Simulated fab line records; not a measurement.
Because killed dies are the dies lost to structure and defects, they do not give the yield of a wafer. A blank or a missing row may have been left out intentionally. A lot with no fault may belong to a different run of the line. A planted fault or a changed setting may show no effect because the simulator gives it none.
What tool caused it? / flow gf180mcu / Sampling: 11 lots, 33 wafers, 5 of 602 route steps

WHAT EACH GAUGE READ, for each wafer
GF_V3_CD_MEAS_14: target cd 260 nm.
lot=L850; measured=day 22 16:46; on=cd-sem-02; cd-nm (nm)=258.0 259.0 259.9
lot=L854; measured=day 24 05:27; on=cd-sem-02; cd-nm (nm)=260.4 259.6 260.8
lot=L855; measured=day 25 01:08; on=cd-sem-01; cd-nm (nm)=260.5 260.3 260.8
lot=L856; measured=day 25 05:19; on=cd-sem-02; cd-nm (nm)=258.1 258.6 259.0
lot=L859; measured=day 26 01:49; on=cd-sem-02; cd-nm (nm)=260.1 261.2 259.0
lot=L861; measured=day 26 23:41; on=cd-sem-01; cd-nm (nm)=260.9 260.9 261.0
lot=L863; measured=day 27 01:31; on=cd-sem-02; cd-nm (nm)=261.0 261.1 261.0
lot=L864; measured=day 27 19:59; on=cd-sem-01; cd-nm (nm)=260.6 259.9 260.1
lot=L868; measured=day 28 18:45; on=cd-sem-02; cd-nm (nm)=258.4 258.7 258.3
lot=L869; measured=day 28 23:10; on=cd-sem-01; cd-nm (nm)=260.1 262.6 259.9
lot=L872; measured=day 29 15:53; on=cd-sem-01; cd-nm (nm)=260.6 259.7 259.1

GF_V3_RS_MEAS_24: the measuring method here is four-point-probe.
lot=L850; measured=day 22 17:48; on=film-metro-01; V3_W_RS (ohm/sq)=0.326 0.330 0.327
lot=L854; measured=day 24 06:31; on=film-metro-01; V3_W_RS (ohm/sq)=0.324 0.317 0.325
lot=L855; measured=day 25 02:11; on=film-metro-01; V3_W_RS (ohm/sq)=0.325 0.327 0.329
lot=L856; measured=day 25 06:23; on=film-metro-01; V3_W_RS (ohm/sq)=0.328 0.313 0.315
lot=L859; measured=day 26 02:51; on=film-metro-04; V3_W_RS (ohm/sq)=0.326 0.325 0.313
lot=L861; measured=day 27 00:52; on=film-metro-01; V3_W_RS (ohm/sq)=0.331 0.238 0.237
lot=L863; measured=day 27 02:33; on=film-metro-04; V3_W_RS (ohm/sq)=0.236 0.326 0.329
lot=L864; measured=day 27 21:02; on=film-metro-02; V3_W_RS (ohm/sq)=0.331 0.329 0.332
lot=L868; measured=day 28 19:49; on=film-metro-01; V3_W_RS (ohm/sq)=0.328 0.331 0.329
lot=L869; measured=day 29 00:11; on=film-metro-04; V3_W_RS (ohm/sq)=0.328 0.330 0.330
lot=L872; measured=day 29 16:55; on=film-metro-04; V3_W_RS (ohm/sq)=0.327 0.332 0.333

GF_V3_THK_MEAS_25: measures by xrf.
lot=L850; measured=day 22 17:55; on=film-metro-01; V3_W_THK (nm)=341 337 341
lot=L854; measured=day 24 06:38; on=film-metro-01; V3_W_THK (nm)=344 350 344
lot=L855; measured=day 25 02:17; on=film-metro-01; V3_W_THK (nm)=342 338 337
lot=L856; measured=day 25 06:30; on=film-metro-01; V3_W_THK (nm)=340 352 356
lot=L859; measured=day 26 02:58; on=film-metro-04; V3_W_THK (nm)=358 358 370
lot=L861; measured=day 27 00:58; on=film-metro-01; V3_W_THK (nm)=335 462 465
lot=L863; measured=day 27 02:40; on=film-metro-04; V3_W_THK (nm)=483 350 349
lot=L864; measured=day 27 21:09; on=film-metro-02; V3_W_THK (nm)=342 345 339
lot=L868; measured=day 28 19:56; on=film-metro-01; V3_W_THK (nm)=338 334 337
lot=L869; measured=day 29 00:19; on=film-metro-04; V3_W_THK (nm)=357 353 353
lot=L872; measured=day 29 17:01; on=film-metro-04; V3_W_THK (nm)=355 353 351

TOOL THAT RAN EACH LOT (tool first, then ch and the chambers of the sampled wafers, then the start)
lot=L850; GF_M3_SPUTTER_04=pvd-sputter-01, day 20 15:54; GF_V3_CVD_23=cvd-w-02 ch 0,1, day 22 17:40
lot=L854; GF_M3_SPUTTER_04=pvd-sputter-03, day 22 06:42; GF_V3_CVD_23=cvd-w-01 ch 0,1, day 24 06:24
lot=L855; GF_M3_SPUTTER_04=pvd-sputter-01, day 23 03:52; GF_V3_CVD_23=cvd-w-02 ch 0,1, day 25 02:04
lot=L856; GF_M3_SPUTTER_04=pvd-sputter-01, day 23 07:56; GF_V3_CVD_23=cvd-w-01 ch 0,1, day 25 06:16
lot=L859; GF_M3_SPUTTER_04=pvd-sputter-03, day 24 05:02; GF_V3_CVD_23=cvd-w-01 ch 0,1, day 26 02:43
lot=L861; GF_M3_SPUTTER_04=pvd-sputter-03, day 25 04:20; GF_V3_CVD_23=cvd-w-01 ch 0,1, day 27 00:43
lot=L863; GF_M3_SPUTTER_04=pvd-sputter-02, day 25 06:39; GF_V3_CVD_23=cvd-w-01 ch 0,1, day 27 02:25
lot=L864; GF_M3_SPUTTER_04=pvd-sputter-01, day 26 02:42; GF_V3_CVD_23=cvd-w-02 ch 0,1, day 27 20:55
lot=L868; GF_M3_SPUTTER_04=pvd-sputter-02, day 27 01:50; GF_V3_CVD_23=cvd-w-02 ch 0,1, day 28 19:42
lot=L869; GF_M3_SPUTTER_04=pvd-sputter-03, day 27 06:27; GF_V3_CVD_23=cvd-w-02 ch 0,1, day 29 00:05
lot=L872; GF_M3_SPUTTER_04=pvd-sputter-02, day 27 23:47; GF_V3_CVD_23=cvd-w-02 ch 0, day 29 16:47
- GF_M3_SPUTTER_04: material TiN, target thk 50 nm, time 41.7 s.
- GF_V3_CVD_23: deposits W, target thk 350 nm, time 104.9 s.

AS READ BY THE TOOLS THEMSELVES (means over the sampled wafers that have a number; for cases with no such wafer, the mark the record gives instead)
GF_M3_SPUTTER_04.
lot=L850; tool=pvd-sputter-01; throttle-valve-pct (%)=29.4
lot=L854; tool=pvd-sputter-03; throttle-valve-pct (%)=29.2
lot=L855; tool=pvd-sputter-01; throttle-valve-pct (%)=28.8
lot=L856; tool=pvd-sputter-01; throttle-valve-pct (%)=30.2
lot=L859; tool=pvd-sputter-03; throttle-valve-pct (%)=29.5
lot=L861; tool=pvd-sputter-03; throttle-valve-pct (%)=29.4
lot=L863; tool=pvd-sputter-02; throttle-valve-pct (%)=28.5
lot=L864; tool=pvd-sputter-01; throttle-valve-pct (%)=30.8
lot=L868; tool=pvd-sputter-02; throttle-valve-pct (%)=29.1
lot=L869; tool=pvd-sputter-03; throttle-valve-pct (%)=29.7
lot=L872; tool=pvd-sputter-02; throttle-valve-pct (%)=28.3

GF_V3_CVD_23.
lot=L850; tool=cvd-w-02; heater-power-w (W)=793
lot=L854; tool=cvd-w-01; heater-power-w (W)=828
lot=L855; tool=cvd-w-02; heater-power-w (W)=765
lot=L856; tool=cvd-w-01; heater-power-w (W)=805
lot=L859; tool=cvd-w-01; heater-power-w (W)=823
lot=L861; tool=cvd-w-01; heater-power-w (W)=795
lot=L863; tool=cvd-w-01; heater-power-w (W)=820
lot=L864; tool=cvd-w-02; heater-power-w (W)=757
lot=L868; tool=cvd-w-02; heater-power-w (W)=749
lot=L869; tool=cvd-w-02; heater-power-w (W)=798
lot=L872; tool=cvd-w-02; heater-power-w (W)=834

THE ANSWER, worked out from the rows above alone
Rule: what is usual is taken from the lots themselves. Put in order of their means at a reading, lots are off if they are a third of the lots or fewer, leave a main group of 4 or more, and stand apart from it by a gap of 3 or more times the standard deviation of the main group's means; of several such gaps the widest counts. A main group is skipped when, at the precision printed for the reading in the tables above, its means are all equal. A lot without any number at a reading at which 4 lots or more have one is off too. All remaining lots with rows at the step are treated as sound. After the gauges, taken in route order, come the tools' own readings; for these a lot's mean is taken, as printed above. The first step at which some lot is off is used, and at that step the reading that is off furthest; a lot without a number counts as furthest.
Off: L861, L863, seen at GF_V3_RS_MEAS_24 (V3_W_RS). For the main group the mean is 0.326 ohm/sq and the standard deviation 0.0042.
A tool fits if, at a process step before that reading, it ran every lot that is off, and no sound lot after the first of them. The gauges at GF_V3_RS_MEAS_24 are tried like those tools. One candidate fits, namely cvd-w-01 at GF_V3_CVD_23. Its last sound lot is L859 (day 26 02:43), its first lot that is off L861 (day 27 00:43): a fault that began between those two fits.

WHAT THE SIMULATOR HAD PUT IN
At GF_V3_CVD_23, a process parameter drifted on cvd-w-01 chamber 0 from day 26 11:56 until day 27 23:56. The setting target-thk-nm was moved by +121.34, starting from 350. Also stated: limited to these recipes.
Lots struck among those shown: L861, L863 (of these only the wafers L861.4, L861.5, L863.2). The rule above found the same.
